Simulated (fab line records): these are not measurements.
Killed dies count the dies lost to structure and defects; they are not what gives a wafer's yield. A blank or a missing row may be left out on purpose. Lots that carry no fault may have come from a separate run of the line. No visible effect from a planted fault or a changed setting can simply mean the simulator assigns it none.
fab line records	flow sky130
[record] lots = 12	wafers = 36	last_day = 50
route steps=708 shown LI_CONTACT@386 CONTACT@407 PAD_OPEN@708
lots that met no fault: taken from a fault-free run of the same line
start_h: start of the lot's first displayed wafer, in hours after the record's first day	wait_h: hours since the lot's step before	" identical to the entry in the row above	L1.1+2: one row covering several wafers at once	- no value present, or no start provided	* or withheld: withheld	< > ~ a bound
route shown NAME@n: a module of which the file shows steps, and the number in the route of the first	usual: average and standard deviation across the fault-free wafers	same: alike in all rows	chamber/n: place in a boat	sites: per-site readings	_std_site: how widely they spread, as a standard deviation	_edge_site: mean of outer sites minus mean of inner sites	radius_mm: how far each site lies from the wafer's centre	mask NAME#n: copy n	behind: the most recent tool/chamber to have shaped the wafer	hold: the reason the lot was held/the length of the hold in hours/how it ended	device: the n, p or np transistor that did not switch	end of line: the tests these same wafers got at the end of their route	step lacking rows: just its recipe	killed: count of dies lost to structure and defects at first sort (not the wafer's yield)	map: a wafer's dies, x killed, . not, _ none there
set.NAME: the setting the step ran with; set.NAME@STEP: the setting that earlier step ran with	model.NAME: the simulator's own value behind a step, which no gauge read
one table for each step of the route and one row for each wafer, over a sample of lots
services: when a tool's chamber went out of use (start_h, in hours from the record's first day, below 0 if earlier), for how many hours, and the reason
[[steps]]
[step SKY_LI_CONTACT_CMP_24]
[recipe] stop_on = PSG	t_overpolish_s = 20	down_force_psi = 3.5	platen_rpm = 60	target_thk_nm = 0	pad_velocity_m_s = 0.94248
[usual] motor_current_A = 11.0/1.2	overpolish_run_s = 19.999/0.0092	time_to_endpoint_s = 98/5.1
[same] t_overpolish_s = 20
lot.wafer	tool	chamber	start_h	wait_h	motor_current_A	overpolish_run_s	time_to_endpoint_s
L740.3	cmp-02	1	679.21	0.0	10.3	20.026	105
L740.4	"	3	"	"	13.4	19.996	91
L740.1	"	0	"	"	9.9	19.994	90
L741.1	cmp-01	0	679.87	0.1	11.3	20.004	101
L741.2	"	1	"	"	10.3	19.999	99
L741.5	"	0	"	"	11.2	20.001	103
L742.4	cmp-02	1	696.88	0.0	10.6	20.004	111
L742.1	"	2	"	"	11.1	19.990	106
L742.5	"	2	"	"	11.3	20.008	102
L744.4	cmp-02	2	706.40	0.0	11.6	19.994	103
L744.2	"	0	"	"	10.2	19.986	93
L744.5	"	3	"	"	13.0	19.994	96
L746.3	cmp-02	3	723.84	0.0	12.9	19.986	98
L746.4	"	1	"	"	10.8	19.992	110
L746.6	"	3	"	"	13.1	20.011	103
L748.3	cmp-01	0	752.53	0.1	11.2	20.001	98
L748.4	"	1	"	"	10.2	19.995	92
L748.6	"	2	"	"	9.5	19.999	95
L752.4	cmp-02	3	782.20	0.0	13.4	20.015	94
L752.2	"	2	"	"	12.0	19.987	102
L752.5	"	0	"	"	10.2	19.995	97
L753.4	cmp-01	3	787.77	0.1	9.8	20.003	97
L753.3	"	0	"	"	10.4	20.000	102
L753.6	"	3	"	"	9.7	19.999	97
L754.3	cmp-02	2	788.42	0.0	11.6	20.007	105
L754.2	"	0	"	"	10.1	19.997	96
L754.6	"	3	"	"	13.3	20.001	100
L755.3	cmp-02	3	797.12	0.0	13.7	20.001	92
L755.4	"	0	"	"	10.3	19.988	101
L755.2	"	1	"	"	10.9	19.992	117
L757.1	cmp-02	2	812.50	0.1	11.3	19.990	100
L757.2	"	0	"	"	9.8	19.993	91
L757.5	"	2	"	"	11.1	20.004	96
L762.3	cmp-02	3	842.58	0.4	13.1	20.006	89
L762.4	"	0	"	"	10.2	19.997	88
L762.6	"	1	"	"	11.1	19.993	99
[step SKY_CONTACT_THK_MEAS_01]
[recipe] reads = Si3N4_of_CONTACT_CVD_00
[usual] CONTACT_CVD_00_THK = 74.7/0.9
lot.wafer	tool	chamber	start_h	wait_h	CONTACT_CVD_00_THK[nm]
L740.1	film_metro-02	-	708.40	-	74.2
L740.3	"	-	"	"	73.6
L740.4	"	-	"	"	75.4
L741.1	film_metro-03	-	709.52	-	74.0
L741.2	"	-	"	"	73.5
L741.5	"	-	"	"	75.1
L742.1	film_metro-02	-	726.48	-	73.9
L742.4	"	-	"	"	75.0
L742.5	"	-	"	"	74.9
L744.2	film_metro-03	-	735.48	-	74.8
L744.4	"	-	"	"	76.3
L744.5	"	-	"	"	74.8
L746.3	film_metro-02	-	752.61	-	73.9
L746.4	"	-	"	"	74.5
L746.6	"	-	"	"	75.8
L748.3	film_metro-03	-	780.65	-	75.9
L748.4	"	-	"	"	77.5
L748.6	"	-	"	"	74.9
L752.2	film_metro-03	-	809.89	-	73.9
L752.4	"	-	"	"	75.5
L752.5	"	-	"	"	75.6
L753.3	film_metro-02	-	815.57	-	75.8
L753.4	"	-	"	"	76.8
L753.6	"	-	"	"	75.4
L754.2	film_metro-01	-	816.82	-	72.8
L754.3	"	-	"	"	74.5
L754.6	"	-	"	"	75.0
L755.2	film_metro-02	-	825.34	-	72.9
L755.3	"	-	"	"	73.9
L755.4	"	-	"	"	76.7
L757.1	film_metro-03	-	840.04	-	74.1
L757.2	"	-	"	"	74.9
L757.5	"	-	"	"	76.2
L762.3	film_metro-01	-	869.63	-	73.3
L762.4	"	-	"	"	75.2
L762.6	"	-	"	"	75.0
[step SKY_CONTACT_COAT_08]
[recipe] resist = BARC	temp_c = withheld	time_s = withheld	spin_rpm = 3000	resist_thk_nm = 60
[usual] spin_speed_rpm = 3000.0/2.2
lot.wafer	tool	chamber	start_h	wait_h	spin_speed_rpm
L740.1	litho_track-03	0	722.39	0.1	2998.4
L740.3	"	0	"	"	3003.5
L740.4	"	0	"	"	2999.1
L741.1	litho_track-03	0	723.19	0.1	3002.7
L741.2	"	0	"	"	2997.9
L741.5	"	0	"	"	3003.4
L742.1	litho_track-03	0	740.29	0.1	2999.9
L742.4	"	0	"	"	2997.6
L742.5	"	0	"	"	2998.1
L744.2	litho_track-04	0	748.95	0.1	3001.1
L744.4	"	0	"	"	2997.1
L744.5	"	0	"	"	2999.4
L746.3	litho_track-03	0	766.64	0.1	2995.8
L746.4	"	0	"	"	3002.3
L746.6	"	0	"	"	2997.4
L748.3	litho_track-03	0	794.29	0.1	3004.6
L748.4	"	0	"	"	3001.6
L748.6	"	0	"	"	3004.0
L752.2	litho_track-04	0	823.70	0.1	3001.1
L752.4	"	0	"	"	2998.5
L752.5	"	0	"	"	2998.7
L753.3	litho_track-02	0	829.60	0.1	2999.6
L753.4	"	0	"	"	2998.1
L753.6	"	0	"	"	2996.0
L754.2	litho_track-03	0	830.37	0.1	2673.1
L754.3	"	0	"	"	2671.7
L754.6	"	0	"	"	2671.8
L755.2	litho_track-03	0	838.17	0.1	2671.2
L755.3	"	0	"	"	2671.1
L755.4	"	0	"	"	2668.9
L757.1	litho_track-04	0	853.88	0.1	2998.6
L757.2	"	0	"	"	3000.1
L757.5	"	0	"	"	2999.1
L762.3	litho_track-04	0	882.98	0.1	3002.8
L762.4	"	0	"	"	3001.5
L762.6	"	0	"	"	3003.9
[step SKY_CONTACT_OVL_MEAS_15]
[usual] CONTACT_OVL = 0/5.2
lot.wafer	tool	chamber	start_h	wait_h	CONTACT_OVL[nm]
L740.1	overlay-01	-	736.26	0.1	3
L740.3	"	-	"	"	-9
L740.4	"	-	"	"	-3
L741.1	overlay-02	-	737.41	0.1	-8
L741.2	"	-	"	"	-11
L741.5	"	-	"	"	-3
L742.1	overlay-01	-	754.57	0.1	4
L742.4	"	-	"	"	1
L742.5	"	-	"	"	-4
L744.2	overlay-01	-	762.67	0.1	7
L744.4	"	-	"	"	6
L744.5	"	-	"	"	3
L746.3	overlay-02	-	780.58	0.1	-3
L746.4	"	-	"	"	-8
L746.6	"	-	"	"	-5
L748.3	overlay-02	-	807.98	0.1	3
L748.4	"	-	"	"	9
L748.6	"	-	"	"	0
L752.2	overlay-01	-	836.97	0.1	-1
L752.4	"	-	"	"	-2
L752.5	"	-	"	"	6
L753.3	overlay-02	-	842.11	0.1	-2
L753.4	"	-	"	"	-4
L753.6	"	-	"	"	0
L754.2	overlay-02	-	843.83	0.1	-7
L754.3	"	-	"	"	-5
L754.6	"	-	"	"	-1
L755.2	overlay-02	-	852.04	0.1	1
L755.3	"	-	"	"	3
L755.4	"	-	"	"	-3
L757.1	overlay-02	-	867.26	0.1	-1
L757.2	"	-	"	"	4
L757.5	"	-	"	"	-1
L762.3	overlay-02	-	896.21	0.1	8
L762.4	"	-	"	"	6
L762.6	"	-	"	"	-1
[step SKY_CONTACT_ETCH_16]
[recipe] chemistry = N2/H2	target = BARC	ion_energy_ev = 200	source_w = 500	bias_w = 100	pressure_mtorr = 30	n2_flow_sccm = 100	h2_flow_sccm = 200	stop_on = SiO2	time_s = 45.9	target_depth_a = 600
[usual] drypump_motor_current_A = 5.5/0.41	h2_flow_sccm = 200.1/0.56	oes_product_au = 0.855/0.0046	throttle_valve_pct = 13.225/0.0086
lot.wafer	tool	chamber	start_h	wait_h	drypump_motor_current_A	h2_flow_sccm	oes_product_au	rf_hours_counter_h	throttle_valve_pct
L740.1	rie_diel-02	1	736.30	0.0	6.0	199.4	0.857	15	13.224
L740.3	"	2	"	"	5.3	200.1	0.860	0	13.225
L740.4	"	0	"	"	5.3	199.6	0.858	28	13.233
L741.1	rie_diel-03	3	737.45	0.0	5.1	200.2	0.860	0	13.218
L741.2	"	1	"	"	6.3	199.2	0.849	14	13.220
L741.5	"	3	"	"	5.1	200.1	0.853	-	13.200
L742.1	rie_diel-04	2	754.61	0.0	5.8	200.3	0.857	3	13.219
L742.4	"	1	"	"	5.6	199.6	0.862	3	13.226
L742.5	"	2	"	"	5.8	199.5	0.846	-	13.208
L744.2	rie_diel-04	1	762.70	0.0	5.6	200.1	0.851	4	13.221
L744.4	"	0	"	"	4.9	200.0	0.851	11	13.216
L744.5	"	2	"	"	5.7	200.4	0.853	-	13.216
L746.3	rie_diel-02	3	780.60	0.0	5.2	200.1	0.855	37	13.217
L746.4	"	1	"	"	6.0	199.9	0.852	16	13.225
L746.6	"	1	"	"	6.0	200.7	0.848	-	13.230
L748.3	rie_diel-03	1	808.00	0.0	6.3	199.6	0.852	17	13.226
L748.4	"	2	"	"	6.1	199.7	0.854	15	13.233
L748.6	"	2	"	"	6.1	200.2	0.850	-	13.226
L752.2	rie_diel-04	0	837.00	0.0	4.9	200.0	0.852	13	13.229
L752.4	"	1	"	"	5.6	199.5	0.847	7	13.229
L752.5	"	0	"	"	4.9	200.1	0.861	-	13.221
L753.3	rie_diel-03	1	842.13	0.0	6.3	199.4	0.860	18	13.217
L753.4	"	3	"	"	5.1	200.0	0.852	4	13.219
L753.6	"	1	"	"	6.3	199.5	0.855	-	13.209
L754.2	rie_diel-04	3	843.86	0.0	5.0	200.1	0.892	1	13.234
L754.3	"	1	"	"	5.6	199.5	0.881	7	13.212
L754.6	"	3	"	"	5.0	200.0	0.891	-	13.224
L755.2	rie_diel-02	3	852.07	0.0	5.2	199.3	0.883	1	13.229
L755.3	"	2	"	"	5.3	200.1	0.881	4	13.231
L755.4	"	2	"	"	5.3	200.4	0.890	-	13.226
L757.1	rie_diel-02	2	867.30	0.0	5.3	199.6	0.854	4	13.223
L757.2	"	3	"	"	5.2	200.2	0.854	1	13.238
L757.5	"	3	"	"	5.2	200.6	0.861	-	13.233
L762.3	rie_diel-04	3	896.23	0.0	5.0	199.7	0.858	3	13.226
L762.4	"	0	"	"	4.9	199.9	0.851	15	13.228
L762.6	"	1	"	"	5.6	200.2	0.853	-	13.233
[step SKY_PAD_OPEN_PROBE_99]
[usual] killed_at_M0_to_M3 = 43/6.6	killed_at_M4_up = 3.0/1.7	killed_at_contacts = 24/5.4	killed_at_front_end = 16/4.6	killed_at_other = 0.3/0.53	killed_dies = 87/9.7	killed_open = 47/7.3	killed_short = 39/6.5
[same] gross_dies = 492	killed_at_back_side = 0
lot.wafer	tool	chamber	start_h	wait_h	killed_at_M0_to_M3	killed_at_M4_up	killed_at_contacts	killed_at_front_end	killed_at_other	killed_dies	killed_open	killed_short
L740.1	prober-01	-	1076.21	0.1	41	5	23	9	0	78	43	33
L740.3	prober-01	-	1076.31	0.2	53	4	16	24	0	97	54	43
L740.4	prober-01	-	1076.36	0.2	35	4	18	12	0	69	41	28
L741.1	prober-02	-	1077.71	0.1	37	1	28	14	1	81	45	36
L741.2	prober-02	-	1077.76	0.1	47	2	26	10	0	85	42	43
L741.5	prober-02	-	1077.91	0.2	35	1	33	10	0	79	41	38
L742.1	prober-01	-	1089.43	0.1	46	5	18	9	1	79	33	45
L742.4	prober-01	-	1089.58	0.2	31	2	25	19	1	78	34	44
L742.5	prober-01	-	1089.63	0.2	45	5	28	6	0	84	53	31
L744.2	prober-01	-	1097.03	0.1	46	3	27	16	0	92	54	35
L744.4	prober-01	-	1097.13	0.2	45	6	23	16	1	91	53	35
L744.5	prober-01	-	1097.18	0.2	34	3	23	19	0	79	44	33
L746.3	prober-01	-	1111.53	0.2	38	4	20	17	0	79	43	35
L746.4	prober-01	-	1111.58	0.2	46	4	34	14	0	98	56	42
L746.6	prober-01	-	1111.68	0.2	42	3	26	18	0	89	56	31
L748.3	prober-02	-	1131.51	0.2	49	3	31	22	0	105	62	43
L748.4	prober-02	-	1131.56	0.2	46	1	29	18	0	94	52	42
L748.6	prober-02	-	1131.66	0.2	66	5	26	18	0	115	61	53
L752.2	prober-02	-	1152.23	0.1	31	4	9	22	0	66	35	31
L752.4	prober-02	-	1152.33	0.2	44	5	22	9	0	80	40	40
L752.5	prober-02	-	1152.38	0.2	44	4	30	18	0	96	53	43
L753.3	prober-01	-	1156.03	0.2	56	2	19	23	0	100	55	45
L753.4	prober-01	-	1156.08	0.2	53	4	24	30	1	112	65	46
L753.6	prober-01	-	1156.18	0.2	35	1	30	21	0	87	50	37
L754.2	prober-02	-	1157.85	0.1	49	3	20	19	0	91	59	32
L754.3	prober-02	-	1157.90	0.2	51	2	28	11	2	94	48	46
L754.6	prober-02	-	1158.05	0.2	46	2	16	14	0	78	36	42
L755.2	prober-01	-	1161.30	0.1	33	3	25	18	0	79	34	45
L755.3	prober-01	-	1161.35	0.2	36	7	21	22	0	86	48	38
L755.4	prober-01	-	1161.40	0.2	45	3	21	21	0	90	46	44
L757.1	prober-01	-	1171.40	0.1	39	1	22	17	0	79	38	41
L757.2	prober-01	-	1171.45	0.1	37	4	16	13	0	70	35	35
L757.5	prober-01	-	1171.60	0.2	49	0	24	16	1	90	46	43
L762.3	prober-02	-	1191.23	0.2	37	1	23	16	0	77	41	36
L762.4	prober-02	-	1191.28	0.2	36	2	17	21	0	76	46	30
L762.6	prober-02	-	1191.38	0.2	46	2	18	11	0	77	42	35
// killed by level:class
L740.1 VIA1:geometric_particle:open=10 CONTACT:geometric_particle:open=7 VIA1:geometric_particle:short=6 VIA2:geometric_particle:open=6 LI_CONTACT:geometric_particle:open=5 CONTACT:geometric_particle:short=5 VIA3:geometric_particle:open=5 POLY_GATE:geometric_particle:short=3
L740.3 VIA1:geometric_particle:open=19 FIELD_ISO:geometric_particle:short=7 CONTACT:geometric_particle:open=7 POLY_GATE:geometric_particle:open=6 METAL3:geometric_particle:short=6 VIA1:geometric_particle:short=5 FIELD_ISO:geometric_particle:open=4 VIA2:geometric_particle:short=4
L740.4 CONTACT:geometric_particle:open=8 VIA1:geometric_particle:open=8 METAL1:geometric_particle:short=7 VIA2:geometric_particle:open=6 LI_CONTACT:geometric_particle:open=5 POLY_GATE:geometric_particle:open=4 VIA1:geometric_particle:short=4 VIA3:geometric_particle:open=4
L741.1 VIA1:geometric_particle:open=12 CONTACT:geometric_particle:open=7 LOCAL_INTERCONNECT:geometric_particle:short=7 LI_CONTACT:geometric_particle:open=6 CONTACT:geometric_particle:short=5 METAL1:geometric_particle:short=5 VIA3:geometric_particle:open=5 FIELD_ISO:geometric_particle:open=4
L741.2 VIA1:geometric_particle:open=10 CONTACT:geometric_particle:open=9 VIA1:geometric_particle:short=8 METAL1:geometric_particle:short=7 LI_CONTACT:geometric_particle:open=6 VIA3:geometric_particle:open=6 VIA2:geometric_particle:open=5 POLY_GATE:geometric_particle:short=4
L741.5 CONTACT:geometric_particle:open=15 CONTACT:geometric_particle:short=8 VIA1:geometric_particle:open=7 VIA1:geometric_particle:short=6 FIELD_ISO:geometric_particle:open=5 METAL2:geometric_particle:short=4 LI_CONTACT:geometric_particle:open=4 METAL1:geometric_particle:short=4
L742.1 METAL1:geometric_particle:short=9 VIA2:geometric_particle:open=6 METAL3:geometric_particle:short=6 VIA3:geometric_particle:open=6 CONTACT:geometric_particle:open=5 VIA1:geometric_particle:short=5 FIELD_ISO:geometric_particle:open=4 CONTACT:geometric_particle:short=4
L742.4 CONTACT:geometric_particle:short=8 VIA1:geometric_particle:open=7 FIELD_ISO:geometric_particle:open=6 FIELD_ISO:geometric_particle:short=6 LOCAL_INTERCONNECT:geometric_particle:short=6 CONTACT:geometric_particle:open=6 METAL1:geometric_particle:short=5 VIA1:geometric_particle:short=4
L742.5 CONTACT:geometric_particle:open=13 VIA3:geometric_particle:open=13 VIA1:geometric_particle:open=8 LI_CONTACT:geometric_particle:open=7 METAL2:geometric_particle:short=7 METAL1:geometric_particle:short=4 VIA2:geometric_particle:open=4 FIELD_ISO:geometric_particle:open=3
L744.2 CONTACT:geometric_particle:open=10 VIA2:geometric_particle:open=10 LI_CONTACT:geometric_particle:open=7 CONTACT:geometric_particle:short=7 VIA1:geometric_particle:open=7 VIA3:geometric_particle:open=6 METAL2:geometric_particle:short=5 FIELD_ISO:geometric_particle:open=4
L744.4 CONTACT:geometric_particle:open=11 VIA2:geometric_particle:open=10 VIA1:geometric_particle:open=10 LOCAL_INTERCONNECT:geometric_particle:short=6 METAL1:geometric_particle:short=6 FIELD_ISO:geometric_particle:short=5 LI_CONTACT:geometric_particle:open=5 VIA3:geometric_particle:open=5
L744.5 VIA1:geometric_particle:open=8 CONTACT:geometric_particle:open=8 VIA2:geometric_particle:open=7 FIELD_ISO:geometric_particle:short=5 POLY_GATE:geometric_particle:open=4 LI_CONTACT:geometric_particle:open=4 CONTACT:geometric_particle:short=4 FIELD_ISO:geometric_particle:open=3
L746.3 VIA1:geometric_particle:open=10 VIA2:geometric_particle:open=8 LI_CONTACT:geometric_particle:open=7 CONTACT:geometric_particle:open=7 POLY_GATE:geometric_particle:short=5 METAL2:geometric_particle:short=5 FIELD_ISO:geometric_particle:short=4 VIA3:geometric_particle:short=4
L746.4 VIA1:geometric_particle:open=14 CONTACT:geometric_particle:open=12 LI_CONTACT:geometric_particle:open=9 CONTACT:geometric_particle:short=7 VIA3:geometric_particle:open=6 METAL2:geometric_particle:short=6 FIELD_ISO:geometric_particle:short=5 POLY_GATE:geometric_particle:open=4
L746.6 LI_CONTACT:geometric_particle:open=10 CONTACT:geometric_particle:open=9 VIA1:geometric_particle:open=9 POLY_GATE:geometric_particle:open=8 VIA3:geometric_particle:open=8 VIA2:geometric_particle:open=5 VIA1:geometric_particle:short=5 FIELD_ISO:geometric_particle:short=4
L748.3 VIA1:geometric_particle:open=17 CONTACT:geometric_particle:open=16 FIELD_ISO:geometric_particle:short=9 FIELD_ISO:geometric_particle:open=6 VIA1:geometric_particle:short=5 METAL2:geometric_particle:short=5 VIA2:geometric_particle:open=5 METAL3:geometric_particle:short=5
L748.4 VIA1:geometric_particle:open=13 CONTACT:geometric_particle:open=10 VIA3:geometric_particle:open=8 LI_CONTACT:geometric_particle:open=6 METAL2:geometric_particle:short=6 FIELD_ISO:geometric_particle:short=5 LI_CONTACT:geometric_particle:short=5 VIA2:geometric_particle:open=5
L748.6 VIA2:geometric_particle:open=12 VIA1:geometric_particle:open=12 VIA1:geometric_particle:short=10 METAL1:geometric_particle:short=8 CONTACT:geometric_particle:open=7 VIA3:geometric_particle:open=7 LI_CONTACT:geometric_particle:short=5 LI_CONTACT:geometric_particle:open=5
L752.2 VIA1:geometric_particle:open=8 CONTACT:geometric_particle:open=6 FIELD_ISO:geometric_particle:short=5 POLY_GATE:geometric_particle:open=5 VIA1:geometric_particle:short=5 VIA2:geometric_particle:short=5 FIELD_ISO:geometric_particle:open=4 VIA3:geometric_particle:open=4
L752.4 VIA1:geometric_particle:open=14 VIA1:geometric_particle:short=8 LI_CONTACT:geometric_particle:open=7 CONTACT:geometric_particle:open=7 METAL1:geometric_particle:short=6 LOCAL_INTERCONNECT:geometric_particle:short=5 FIELD_ISO:geometric_particle:short=4 VIA2:geometric_particle:open=4
L752.5 VIA1:geometric_particle:open=11 CONTACT:geometric_particle:open=9 LOCAL_INTERCONNECT:geometric_particle:short=8 VIA2:geometric_particle:open=8 POLY_GATE:geometric_particle:short=6 METAL2:geometric_particle:short=6 CONTACT:geometric_particle:short=6 POLY_GATE:geometric_particle:open=5
L753.3 VIA1:geometric_particle:open=16 FIELD_ISO:geometric_particle:short=9 VIA3:geometric_particle:open=9 CONTACT:geometric_particle:open=7 METAL1:geometric_particle:short=7 FIELD_ISO:geometric_particle:open=5 LI_CONTACT:geometric_particle:open=5 VIA3:geometric_particle:short=5
L753.4 POLY_GATE:geometric_particle:open=11 CONTACT:geometric_particle:open=11 VIA3:geometric_particle:open=9 VIA1:geometric_particle:open=9 FIELD_ISO:geometric_particle:short=8 METAL2:geometric_particle:short=8 VIA2:geometric_particle:open=8 METAL1:geometric_particle:short=6
L753.6 METAL1:geometric_particle:short=12 LI_CONTACT:geometric_particle:open=9 CONTACT:geometric_particle:open=9 VIA1:geometric_particle:open=8 FIELD_ISO:geometric_particle:open=7 CONTACT:geometric_particle:short=7 POLY_GATE:geometric_particle:open=5 METAL1:geometric_particle:open=4
L754.2 VIA1:geometric_particle:open=13 CONTACT:geometric_particle:open=11 VIA2:geometric_particle:open=10 VIA3:geometric_particle:open=8 METAL2:geometric_particle:short=6 POLY_GATE:geometric_particle:open=5 VIA3:geometric_particle:short=4 FIELD_ISO:geometric_particle:open=3
L754.3 CONTACT:geometric_particle:open=11 VIA1:geometric_particle:open=9 VIA2:geometric_particle:open=8 METAL1:geometric_particle:short=7 LI_CONTACT:geometric_particle:open=6 VIA1:geometric_particle:short=6 VIA2:geometric_particle:short=6 VIA3:geometric_particle:open=5
L754.6 VIA1:geometric_particle:open=12 METAL1:geometric_particle:short=8 VIA1:geometric_particle:short=7 FIELD_ISO:geometric_particle:short=6 CONTACT:geometric_particle:short=5 METAL2:geometric_particle:short=4 VIA3:geometric_particle:open=4 POLY_GATE:geometric_particle:open=3
L755.2 VIA1:geometric_particle:open=8 CONTACT:geometric_particle:short=7 CONTACT:geometric_particle:open=7 METAL3:geometric_particle:short=7 FIELD_ISO:geometric_particle:short=5 POLY_GATE:geometric_particle:short=5 LI_CONTACT:geometric_particle:open=5 VIA1:geometric_particle:short=5
L755.3 VIA1:geometric_particle:open=10 CONTACT:geometric_particle:open=6 VIA1:geometric_particle:short=6 FIELD_ISO:geometric_particle:open=5 CONTACT:geometric_particle:short=5 LI_CONTACT:geometric_particle:open=5 METAL4:geometric_particle:short=5 VIA2:geometric_particle:open=5
L755.4 CONTACT:geometric_particle:open=9 VIA1:geometric_particle:open=9 VIA2:geometric_particle:open=7 CONTACT:geometric_particle:short=7 POLY_GATE:geometric_particle:short=6 FIELD_ISO:geometric_particle:open=5 METAL1:geometric_particle:short=5 VIA1:geometric_particle:short=5
L757.1 CONTACT:geometric_particle:open=11 VIA3:geometric_particle:open=7 VIA1:geometric_particle:short=6 VIA1:geometric_particle:open=6 POLY_GATE:geometric_particle:short=5 METAL1:geometric_particle:short=5 METAL2:geometric_particle:short=5 FIELD_ISO:geometric_particle:short=3
L757.2 VIA1:geometric_particle:open=12 CONTACT:geometric_particle:open=7 METAL1:geometric_particle:short=7 VIA3:geometric_particle:open=5 VIA3:geometric_particle:short=5 LOCAL_INTERCONNECT:geometric_particle:short=5 FIELD_ISO:geometric_particle:short=3 FIELD_ISO:geometric_particle:open=3
L757.5 CONTACT:geometric_particle:open=10 LI_CONTACT:geometric_particle:open=7 VIA1:geometric_particle:open=7 METAL1:geometric_particle:short=6 METAL3:geometric_particle:short=6 VIA3:geometric_particle:short=6 FIELD_ISO:geometric_particle:open=5 METAL2:geometric_particle:short=5
L762.3 CONTACT:geometric_particle:open=8 VIA2:geometric_particle:open=8 LI_CONTACT:geometric_particle:open=6 CONTACT:geometric_particle:short=6 POLY_GATE:geometric_particle:short=5 VIA1:geometric_particle:open=5 METAL1:geometric_particle:short=5 VIA3:geometric_particle:open=5
L762.4 POLY_GATE:geometric_particle:open=10 VIA1:geometric_particle:open=10 VIA2:geometric_particle:open=6 VIA3:geometric_particle:open=6 LOCAL_INTERCONNECT:geometric_particle:short=5 CONTACT:geometric_particle:open=5 FIELD_ISO:geometric_particle:short=4 FIELD_ISO:geometric_particle:open=3
L762.6 VIA1:geometric_particle:open=10 METAL1:geometric_particle:short=8 VIA3:geometric_particle:open=7 LI_CONTACT:geometric_particle:open=5 VIA2:geometric_particle:open=5 FIELD_ISO:geometric_particle:open=4 FIELD_ISO:geometric_particle:short=4 LI_CONTACT:geometric_particle:short=4
[[services]]
tool	chamber	start_h	hours	kind
rie_diel-02	3	678.37	3.5	repair
cmp-01	-	682.92	1.2	repair
cmp-02	-	684.21	8.5	pm
rie_diel-02	2	685.13	2.8	repair
rie_diel-04	-	688.66	0.2	repair
rie_diel-02	0	692.49	4.5	repair
cmp-01	-	697.10	0.3	repair
cmp-01	-	725.82	3.5	repair
cmp-01	-	737.27	2.6	repair
rie_diel-02	-	738.04	1.3	repair
rie_diel-04	3	740.09	11.0	repair
cmp-01	-	744.15	4.0	pm
rie_diel-02	-	788.04	15.6	pm
rie_diel-04	3	796.03	-	clean
rie_diel-04	3	796.03	16.5	scheduled_down
rie_diel-03	2	801.36	4.8	repair
rie_diel-04	0	806.76	10.0	repair
cmp-01	-	817.20	0.9	repair
rie_diel-02	0	820.57	6.0	repair
cmp-01	-	831.09	2.7	repair
cmp-01	-	835.00	17.5	pm
rie_diel-04	0	839.58	5.2	repair
rie_diel-04	3	868.09	4.5	repair
rie_diel-03	-	883.17	2.8	pm
[[key]]
[first_sign] step = SKY_CONTACT_COAT_08	reading = spin_speed_rpm	direction = down	sigmas = 99+	usual = 3000.0	struck = 2671.3
[effect] step = SKY_CONTACT_ETCH_16	reading = oes_product_au	direction = up	sigmas = 6.8	usual = 0.855	struck = 0.886
met_at SKY_CONTACT_COAT_08
struck_lots L754,L755
tester_left_out L754,L755
not_acting_at SKY_LI_CONTACT_CMP_24,SKY_CONTACT_THK_MEAS_01,SKY_CONTACT_OVL_MEAS_15
onset_between 794.29 830.37
[fault] kind = process_parameter_drift	tool = litho_track-03	chamber = -	onset_h = 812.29	steps = SKY_CONTACT_COAT_08	channel = spin_rpm	offset = -329.43	shape = step	end_h = 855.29	acts_in = these_recipes_only	stated = 3000
// tester_left_out: of these lots the tester's yield and bins aren't shown, on N5 and GAA mostly nor the transistor test; their killed dies are dies lost to structure and defects alone, not to doping, threshold or leakage, so they don't give the yield
